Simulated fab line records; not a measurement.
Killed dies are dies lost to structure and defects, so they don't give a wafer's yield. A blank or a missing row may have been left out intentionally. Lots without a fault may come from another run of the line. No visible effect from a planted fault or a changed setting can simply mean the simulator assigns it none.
Which tool did it? || flow sky130 || 12 lots with 36 wafers sampled at 4 steps, on a route of 708 steps

## WHAT EACH GAUGE READ, for each wafer
SKY_METAL1_RS_MEAS_05: a four-point-probe measurement. Usual: METAL1_ALCU_RS typically reads 0.1267 ohm/sq, with standard deviation 0.0014.
{"lot": "L652", "measured": "day 32 23:16", "on": "film_metro-03", "METAL1_ALCU_RS (ohm/sq)": "0.1283 0.1285 0.1268", "flag": ""}
{"lot": "L654", "measured": "day 33 07:17", "on": "film_metro-01", "METAL1_ALCU_RS (ohm/sq)": "0.1244 0.1257 0.1247", "flag": ""}
{"lot": "L658", "measured": "day 34 13:37", "on": "film_metro-02", "METAL1_ALCU_RS (ohm/sq)": "0.1251 0.1257 0.1255", "flag": ""}
{"lot": "L659", "measured": "day 35 10:45", "on": "film_metro-03", "METAL1_ALCU_RS (ohm/sq)": "0.1275 0.1274 0.1269", "flag": ""}
{"lot": "L661", "measured": "day 35 16:41", "on": "film_metro-01", "METAL1_ALCU_RS (ohm/sq)": "0.1301 0.1304 0.1287", "flag": ""}
{"lot": "L662", "measured": "day 35 22:53", "on": "film_metro-03", "METAL1_ALCU_RS (ohm/sq)": "0.1251 0.1238 0.1257", "flag": ""}
{"lot": "L663", "measured": "day 36 15:17", "on": "film_metro-03", "METAL1_ALCU_RS (ohm/sq)": "0.1249 0.1256 0.1253", "flag": ""}
{"lot": "L665", "measured": "day 37 00:10", "on": "film_metro-03", "METAL1_ALCU_RS (ohm/sq)": "0.1251 0.1266 0.1255", "flag": ""}
{"lot": "L671", "measured": "day 38 17:23", "on": "film_metro-03", "METAL1_ALCU_RS (ohm/sq)": "0.1297 0.1286 0.1274", "flag": ""}
{"lot": "L672", "measured": "day 38 22:19", "on": "film_metro-01", "METAL1_ALCU_RS (ohm/sq)": "0.1258 0.1249 0.1263", "flag": ""}
{"lot": "L673", "measured": "day 39 12:46", "on": "film_metro-03", "METAL1_ALCU_RS (ohm/sq)": "0.1258 0.1266 0.1260", "flag": ""}
{"lot": "L675", "measured": "day 39 22:01", "on": "film_metro-02", "METAL1_ALCU_RS (ohm/sq)": "0.1268 0.1278 0.1263", "flag": ""}

## WHICH TOOL RAN EACH LOT (tool, then ch and the chambers of the sampled wafers, then the start)
{"lot": "L652", "SKY_FIELD_ISO_ETCH_14": "rie_diel-04 ch 0,1,3, day 2 07:22", "SKY_SD_P_COAT_02": "litho_track-03 ch 0, day 25 23:35", "SKY_SD_P_STRIP_10": "plasma_asher-02 ch 0,1, day 26 15:37"}
{"lot": "L654", "SKY_FIELD_ISO_ETCH_14": "rie_diel-03 ch 0,1,2, day 2 16:31", "SKY_SD_P_COAT_02": "litho_track-04 ch 0, day 26 12:25", "SKY_SD_P_STRIP_10": "plasma_asher-02 ch 0,1, day 27 02:31"}
{"lot": "L658", "SKY_FIELD_ISO_ETCH_14": "rie_diel-02 ch 0,1,3, day 3 13:04", "SKY_SD_P_COAT_02": "litho_track-01 ch 0, day 27 20:10", "SKY_SD_P_STRIP_10": "plasma_asher-04 ch 1, day 28 10:04"}
{"lot": "L659", "SKY_FIELD_ISO_ETCH_14": "rie_diel-02 ch 0,3, day 3 21:16", "SKY_SD_P_COAT_02": "litho_track-03 ch 0, day 28 16:14", "SKY_SD_P_STRIP_10": "plasma_asher-02 ch 0,1, day 29 07:24"}
{"lot": "L661", "SKY_FIELD_ISO_ETCH_14": "rie_diel-02 ch 0,2,3, day 4 05:56", "SKY_SD_P_COAT_02": "litho_track-01 ch 0, day 28 23:53", "SKY_SD_P_STRIP_10": "plasma_asher-02 ch 0,1, day 29 13:51"}
{"lot": "L662", "SKY_FIELD_ISO_ETCH_14": "rie_diel-03 ch 0,1,3, day 4 11:43", "SKY_SD_P_COAT_02": "litho_track-01 ch 0, day 29 06:17", "SKY_SD_P_STRIP_10": "plasma_asher-04 ch 0,1, day 29 20:28"}
{"lot": "L663", "SKY_FIELD_ISO_ETCH_14": "rie_diel-04 ch 0,1,2, day 4 14:52", "SKY_SD_P_COAT_02": "litho_track-01 ch 0, day 29 23:05", "SKY_SD_P_STRIP_10": "plasma_asher-01 ch 0,1, day 30 14:13"}
{"lot": "L665", "SKY_FIELD_ISO_ETCH_14": "rie_diel-03 ch 1,3, day 5 01:11", "SKY_SD_P_COAT_02": "litho_track-03 ch 0, day 30 10:26", "SKY_SD_P_STRIP_10": "plasma_asher-02 ch 0,1, day 30 23:20"}
{"lot": "L671", "SKY_FIELD_ISO_ETCH_14": "rie_diel-04 ch 0,1, day 6 08:20", "SKY_SD_P_COAT_02": "litho_track-03 ch 0, day 32 07:04", "SKY_SD_P_STRIP_10": "plasma_asher-01 ch 0,1, day 32 22:49"}
{"lot": "L672", "SKY_FIELD_ISO_ETCH_14": "rie_diel-04 ch 0,2, day 6 12:59", "SKY_SD_P_COAT_02": "litho_track-01 ch 0, day 32 11:41", "SKY_SD_P_STRIP_10": "plasma_asher-04 ch 0,1, day 33 01:59"}
{"lot": "L673", "SKY_FIELD_ISO_ETCH_14": "rie_diel-02 ch 0,1,2, day 6 19:38", "SKY_SD_P_COAT_02": "litho_track-04 ch 0, day 33 01:19", "SKY_SD_P_STRIP_10": "plasma_asher-04 ch 0,1, day 33 15:16"}
{"lot": "L675", "SKY_FIELD_ISO_ETCH_14": "rie_diel-03 ch 0,1,3, day 7 07:04", "SKY_SD_P_COAT_02": "litho_track-01 ch 0, day 33 12:01", "SKY_SD_P_STRIP_10": "plasma_asher-04 ch 0,1, day 34 03:31"}
- SKY_FIELD_ISO_ETCH_14: etches BARC in N2/H2, stops on SiO2, time 45.9 s, target depth 60 nm.
- SKY_SD_P_COAT_02: resist thk 1140 nm.
- SKY_SD_P_STRIP_10: strips in O2/N2.

## AS READ BY THE TOOLS THEMSELVES (means over the sampled wafers that have a number; for cases with no such wafer, the mark the record gives instead)
SKY_FIELD_ISO_ETCH_14. Usual: drypump_motor_current_A 5.8 A, standard deviation 0.47; oes_product_au 0.855 a.u., standard deviation 0.0045; throttle_valve_pct 13.225 %, standard deviation 0.0084.
{"lot": "L652", "tool": "rie_diel-04", "drypump_motor_current_A (A)": 5.8, "oes_product_au (a.u.)": 0.860, "throttle_valve_pct (%)": 13.224, "flag": ""}
{"lot": "L654", "tool": "rie_diel-03", "drypump_motor_current_A (A)": 6.0, "oes_product_au (a.u.)": 0.857, "throttle_valve_pct (%)": 13.228, "flag": ""}
{"lot": "L658", "tool": "rie_diel-02", "drypump_motor_current_A (A)": 5.7, "oes_product_au (a.u.)": 0.856, "throttle_valve_pct (%)": 13.225, "flag": ""}
{"lot": "L659", "tool": "rie_diel-02", "drypump_motor_current_A (A)": 5.5, "oes_product_au (a.u.)": 0.850, "throttle_valve_pct (%)": 13.227, "flag": ""}
{"lot": "L661", "tool": "rie_diel-02", "drypump_motor_current_A (A)": 6.0, "oes_product_au (a.u.)": 0.856, "throttle_valve_pct (%)": 13.227, "flag": ""}
{"lot": "L662", "tool": "rie_diel-03", "drypump_motor_current_A (A)": 6.0, "oes_product_au (a.u.)": 0.853, "throttle_valve_pct (%)": 13.224, "flag": ""}
{"lot": "L663", "tool": "rie_diel-04", "drypump_motor_current_A (A)": 5.6, "oes_product_au (a.u.)": 0.852, "throttle_valve_pct (%)": 13.220, "flag": ""}
{"lot": "L665", "tool": "rie_diel-03", "drypump_motor_current_A (A)": 5.7, "oes_product_au (a.u.)": 0.854, "throttle_valve_pct (%)": 13.231, "flag": ""}
{"lot": "L671", "tool": "rie_diel-04", "drypump_motor_current_A (A)": 5.5, "oes_product_au (a.u.)": 0.854, "throttle_valve_pct (%)": 13.226, "flag": ""}
{"lot": "L672", "tool": "rie_diel-04", "drypump_motor_current_A (A)": 5.4, "oes_product_au (a.u.)": 0.855, "throttle_valve_pct (%)": 13.228, "flag": ""}
{"lot": "L673", "tool": "rie_diel-02", "drypump_motor_current_A (A)": 5.7, "oes_product_au (a.u.)": 0.856, "throttle_valve_pct (%)": 13.218, "flag": ""}
{"lot": "L675", "tool": "rie_diel-03", "drypump_motor_current_A (A)": 6.0, "oes_product_au (a.u.)": 0.855, "throttle_valve_pct (%)": 13.210, "flag": ""}

SKY_SD_P_COAT_02. Usual: 3000.1 rpm for spin_speed_rpm, sd 1.7.
{"lot": "L652", "tool": "litho_track-03", "spin_speed_rpm (rpm)": 3002.3, "flag": ""}
{"lot": "L654", "tool": "litho_track-04", "spin_speed_rpm (rpm)": 3001.6, "flag": ""}
{"lot": "L658", "tool": "litho_track-01", "spin_speed_rpm (rpm)": 3000.9, "flag": ""}
{"lot": "L659", "tool": "litho_track-03", "spin_speed_rpm (rpm)": 3001.4, "flag": ""}
{"lot": "L661", "tool": "litho_track-01", "spin_speed_rpm (rpm)": 2999.6, "flag": ""}
{"lot": "L662", "tool": "litho_track-01", "spin_speed_rpm (rpm)": 2647.5, "flag": "OFF"}
{"lot": "L663", "tool": "litho_track-01", "spin_speed_rpm (rpm)": 2646.7, "flag": "OFF"}
{"lot": "L665", "tool": "litho_track-03", "spin_speed_rpm (rpm)": 2999.1, "flag": ""}
{"lot": "L671", "tool": "litho_track-03", "spin_speed_rpm (rpm)": 3000.5, "flag": ""}
{"lot": "L672", "tool": "litho_track-01", "spin_speed_rpm (rpm)": 3000.8, "flag": ""}
{"lot": "L673", "tool": "litho_track-04", "spin_speed_rpm (rpm)": 3000.9, "flag": ""}
{"lot": "L675", "tool": "litho_track-01", "spin_speed_rpm (rpm)": 3000.4, "flag": ""}

SKY_SD_P_STRIP_10. Usual: drypump_motor_current_A 5.84 A, standard deviation 0.15; oes_product_au 0.618 a.u., standard deviation 0.0047; strip_time_to_endpoint_s 17.50 s, standard deviation 0.046.
{"lot": "L652", "tool": "plasma_asher-02", "drypump_motor_current_A (A)": 5.81, "oes_product_au (a.u.)": 0.617, "strip_time_to_endpoint_s (s)": 17.54, "flag": ""}
{"lot": "L654", "tool": "plasma_asher-02", "drypump_motor_current_A (A)": 5.90, "oes_product_au (a.u.)": 0.619, "strip_time_to_endpoint_s (s)": 17.52, "flag": ""}
{"lot": "L658", "tool": "plasma_asher-04", "drypump_motor_current_A (A)": 5.75, "oes_product_au (a.u.)": 0.618, "strip_time_to_endpoint_s (s)": 17.51, "flag": ""}
{"lot": "L659", "tool": "plasma_asher-02", "drypump_motor_current_A (A)": 5.89, "oes_product_au (a.u.)": 0.617, "strip_time_to_endpoint_s (s)": 17.51, "flag": ""}
{"lot": "L661", "tool": "plasma_asher-02", "drypump_motor_current_A (A)": 5.79, "oes_product_au (a.u.)": 0.618, "strip_time_to_endpoint_s (s)": 17.46, "flag": ""}
{"lot": "L662", "tool": "plasma_asher-04", "drypump_motor_current_A (A)": 5.86, "oes_product_au (a.u.)": 0.620, "strip_time_to_endpoint_s (s)": 18.31, "flag": "OFF"}
{"lot": "L663", "tool": "plasma_asher-01", "drypump_motor_current_A (A)": 5.68, "oes_product_au (a.u.)": 0.620, "strip_time_to_endpoint_s (s)": 18.28, "flag": "OFF"}
{"lot": "L665", "tool": "plasma_asher-02", "drypump_motor_current_A (A)": 5.81, "oes_product_au (a.u.)": 0.614, "strip_time_to_endpoint_s (s)": 17.47, "flag": ""}
{"lot": "L671", "tool": "plasma_asher-01", "drypump_motor_current_A (A)": 5.63, "oes_product_au (a.u.)": 0.620, "strip_time_to_endpoint_s (s)": 17.55, "flag": ""}
{"lot": "L672", "tool": "plasma_asher-04", "drypump_motor_current_A (A)": 5.86, "oes_product_au (a.u.)": 0.617, "strip_time_to_endpoint_s (s)": 17.48, "flag": ""}
{"lot": "L673", "tool": "plasma_asher-04", "drypump_motor_current_A (A)": 5.85, "oes_product_au (a.u.)": 0.619, "strip_time_to_endpoint_s (s)": 17.50, "flag": ""}
{"lot": "L675", "tool": "plasma_asher-04", "drypump_motor_current_A (A)": 5.84, "oes_product_au (a.u.)": 0.617, "strip_time_to_endpoint_s (s)": 17.52, "flag": ""}

## THE ANSWER, worked out from the rows above alone
Rule: a lot is off if the mean of its wafers that have a number lies more than 3 standard deviations from the usual mean. Also off: a lot with no number at a reading for which 4 or more lots have one. The other lots that the step has rows for count as sound. Order of review: gauges by route order, followed by the tools' own readings, for which a lot's mean as printed above is used. At the first step where some lot is off, the reading lying furthest off is the one used; lots without a number count as furthest.
Off at SKY_SD_P_COAT_02 (spin_speed_rpm): L662, L663.
A tool fits if, at that step or a process step before it, it ran every lot that is off, and no sound lot after the first of them. No candidate that was tried fits.

## WHAT THE SIMULATOR HAD INSERTED
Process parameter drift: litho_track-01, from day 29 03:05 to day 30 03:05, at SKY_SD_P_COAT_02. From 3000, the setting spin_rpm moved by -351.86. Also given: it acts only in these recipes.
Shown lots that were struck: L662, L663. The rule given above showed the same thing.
